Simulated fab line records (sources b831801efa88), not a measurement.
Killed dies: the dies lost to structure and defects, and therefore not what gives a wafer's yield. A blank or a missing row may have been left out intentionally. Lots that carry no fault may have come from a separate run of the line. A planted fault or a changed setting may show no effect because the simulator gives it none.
A sampling plan put to the test ; flow sky130 ; 21 faults told of in these records, all on one fab line, each judged by the records of the lots it struck
What counts as the plan is the set of the line's own looks, namely the steps on the route at which a gauge or an inspection reads a wafer and does not change it. A look is open to judgement when struck wafers have a number at it and the file gives its usual mean and standard deviation on fault-free wafers. Caught: at a look after the fault's first step, the mean of the struck wafers lies 4 or more of those standard deviations (sigma) from the usual mean. On the tool: the fault's steps, tested the same way using the tool's own readings. It also counts as caught if the struck wafers ran another recipe or if their record alone is blank.

THE FAULTS, as the simulator had put them in
1. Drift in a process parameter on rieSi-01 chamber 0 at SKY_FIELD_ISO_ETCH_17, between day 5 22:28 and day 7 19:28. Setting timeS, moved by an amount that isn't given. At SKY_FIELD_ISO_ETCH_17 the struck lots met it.
2. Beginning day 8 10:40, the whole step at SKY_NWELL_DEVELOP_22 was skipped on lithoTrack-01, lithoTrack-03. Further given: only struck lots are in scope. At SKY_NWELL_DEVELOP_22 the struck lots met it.
3. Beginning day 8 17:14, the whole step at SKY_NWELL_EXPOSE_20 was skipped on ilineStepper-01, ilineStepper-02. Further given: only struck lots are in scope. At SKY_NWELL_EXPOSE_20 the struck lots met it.
4. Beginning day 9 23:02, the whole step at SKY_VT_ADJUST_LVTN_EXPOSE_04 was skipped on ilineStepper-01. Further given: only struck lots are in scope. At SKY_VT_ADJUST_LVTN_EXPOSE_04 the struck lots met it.
5. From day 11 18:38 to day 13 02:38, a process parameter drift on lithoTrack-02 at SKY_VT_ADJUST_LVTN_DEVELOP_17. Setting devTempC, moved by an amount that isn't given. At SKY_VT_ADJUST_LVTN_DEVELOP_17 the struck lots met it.
6. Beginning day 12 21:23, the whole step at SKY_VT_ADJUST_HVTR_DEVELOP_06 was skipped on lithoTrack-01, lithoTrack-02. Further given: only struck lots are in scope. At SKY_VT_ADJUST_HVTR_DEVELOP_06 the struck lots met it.
7. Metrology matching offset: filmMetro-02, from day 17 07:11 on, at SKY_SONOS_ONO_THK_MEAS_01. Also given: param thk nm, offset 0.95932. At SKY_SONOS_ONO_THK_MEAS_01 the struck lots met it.
8. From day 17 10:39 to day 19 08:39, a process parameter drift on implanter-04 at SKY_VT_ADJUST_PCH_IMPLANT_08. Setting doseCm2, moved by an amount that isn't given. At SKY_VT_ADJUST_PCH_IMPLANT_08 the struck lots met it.
9. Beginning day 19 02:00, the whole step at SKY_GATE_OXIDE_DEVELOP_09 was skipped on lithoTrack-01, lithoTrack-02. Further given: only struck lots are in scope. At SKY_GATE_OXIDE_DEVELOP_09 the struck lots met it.
10. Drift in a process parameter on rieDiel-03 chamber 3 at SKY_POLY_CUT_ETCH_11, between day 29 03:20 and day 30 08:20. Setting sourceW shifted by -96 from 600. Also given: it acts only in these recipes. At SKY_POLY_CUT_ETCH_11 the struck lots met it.
11. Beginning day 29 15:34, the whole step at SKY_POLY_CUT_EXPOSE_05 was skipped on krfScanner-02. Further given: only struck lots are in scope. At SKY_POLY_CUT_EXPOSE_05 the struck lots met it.
12. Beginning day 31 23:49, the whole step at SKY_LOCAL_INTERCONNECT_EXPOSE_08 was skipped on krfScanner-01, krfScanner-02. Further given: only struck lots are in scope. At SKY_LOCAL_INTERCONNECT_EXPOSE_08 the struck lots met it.
13. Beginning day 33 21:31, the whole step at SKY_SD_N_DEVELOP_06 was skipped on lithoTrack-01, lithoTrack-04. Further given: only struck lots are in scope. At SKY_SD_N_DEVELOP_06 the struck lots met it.
14. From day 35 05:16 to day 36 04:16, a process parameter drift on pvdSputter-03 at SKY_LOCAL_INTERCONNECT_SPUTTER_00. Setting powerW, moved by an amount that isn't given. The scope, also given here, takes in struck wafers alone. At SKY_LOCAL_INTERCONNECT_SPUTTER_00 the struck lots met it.
15. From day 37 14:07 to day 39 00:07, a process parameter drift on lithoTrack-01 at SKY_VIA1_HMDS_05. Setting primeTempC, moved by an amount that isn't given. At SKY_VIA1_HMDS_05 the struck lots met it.
16. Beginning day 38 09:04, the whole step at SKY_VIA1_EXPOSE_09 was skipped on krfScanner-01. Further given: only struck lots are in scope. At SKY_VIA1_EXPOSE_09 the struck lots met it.
17. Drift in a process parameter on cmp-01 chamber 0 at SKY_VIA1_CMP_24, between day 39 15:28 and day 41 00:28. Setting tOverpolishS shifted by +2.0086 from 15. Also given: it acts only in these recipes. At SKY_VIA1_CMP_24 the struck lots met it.
18. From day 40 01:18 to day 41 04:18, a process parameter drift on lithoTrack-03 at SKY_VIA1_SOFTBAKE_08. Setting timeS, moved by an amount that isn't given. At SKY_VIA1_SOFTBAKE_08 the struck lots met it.
19. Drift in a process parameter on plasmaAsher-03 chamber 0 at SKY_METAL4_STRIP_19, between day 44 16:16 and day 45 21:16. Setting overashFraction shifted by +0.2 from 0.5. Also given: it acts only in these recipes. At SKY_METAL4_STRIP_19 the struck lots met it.
20. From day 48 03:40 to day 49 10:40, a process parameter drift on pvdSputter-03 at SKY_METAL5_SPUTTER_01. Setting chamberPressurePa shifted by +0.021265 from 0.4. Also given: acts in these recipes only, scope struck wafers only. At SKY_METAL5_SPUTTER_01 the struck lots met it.
21. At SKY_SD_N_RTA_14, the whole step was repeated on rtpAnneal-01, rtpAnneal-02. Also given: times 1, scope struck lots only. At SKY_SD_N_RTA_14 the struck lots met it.

WHAT THE PLAN SAW
fault;on the tool itself;first look that catches it;reading, sigma;median hours from its first step to that look;hours from the fault's start to the first struck lot there;judged looks passed uncaught
1;runLengthS -12 sigma;not the one look that can be judged after it;-;-;-;1
2;the tool's record is blank for the struck wafers;not the one look that can be judged after it;-;-;-;1
3;no reading that can be judged;no look after it can be judged;-;-;-;0
4;no reading that can be judged;no look after it can be judged;-;-;-;0
5;developerTempC +22 sigma;no look after it can be judged;-;-;-;0
6;the tool's record is blank for the struck wafers;not the one look that can be judged after it;-;-;-;1
7;SONOS_ONO_OXIDATION_THK +14 sigma;no look after it can be judged;-;-;-;0
8;doseIonsCm2 +50 sigma;none of the 2 looks that can be judged after it;-;-;-;2
9;the tool's record is blank for the struck wafers;no look after it can be judged;-;-;-;0
10;rfFwdPowerW -30 sigma;not the one look that can be judged after it;-;-;-;1
11;no reading that can be judged;no look after it can be judged;-;-;-;0
12;no reading that can be judged;no look after it can be judged;-;-;-;0
13;the tool's record is blank for the struck wafers;no look after it can be judged;-;-;-;0
14;cathodeDcPowerW +99 or beyond sigma;no look after it can be judged;-;-;-;0
15;primeTempC +21 sigma;no look after it can be judged;-;-;-;0
16;no reading that can be judged;no look after it can be judged;-;-;-;0
17;overpolishRunS +99 or beyond sigma;not the one look that can be judged after it;-;-;-;1
18;runLengthS -26 sigma;not the one look that can be judged after it;-;-;-;1
19;under 2 sigma;no look after it can be judged;-;-;-;0
20;chamberPressurePa +26 sigma;no look after it can be judged;-;-;-;0
21;under 2 sigma;no look after it can be judged;-;-;-;0
A dash: the fault isn't caught, or these records don't give the number.

Caught at a look: 0 of 21. Caught on the tool: 14 of 21. By one or the other: 14 of 21.
Caught on the tool alone: faults 1, 2, 5, 6, 7, 8, 9, 10, 13, 14, 15, 17, 18, 20.
Caught by neither: faults 3, 4, 11, 12, 16, 19, 21.
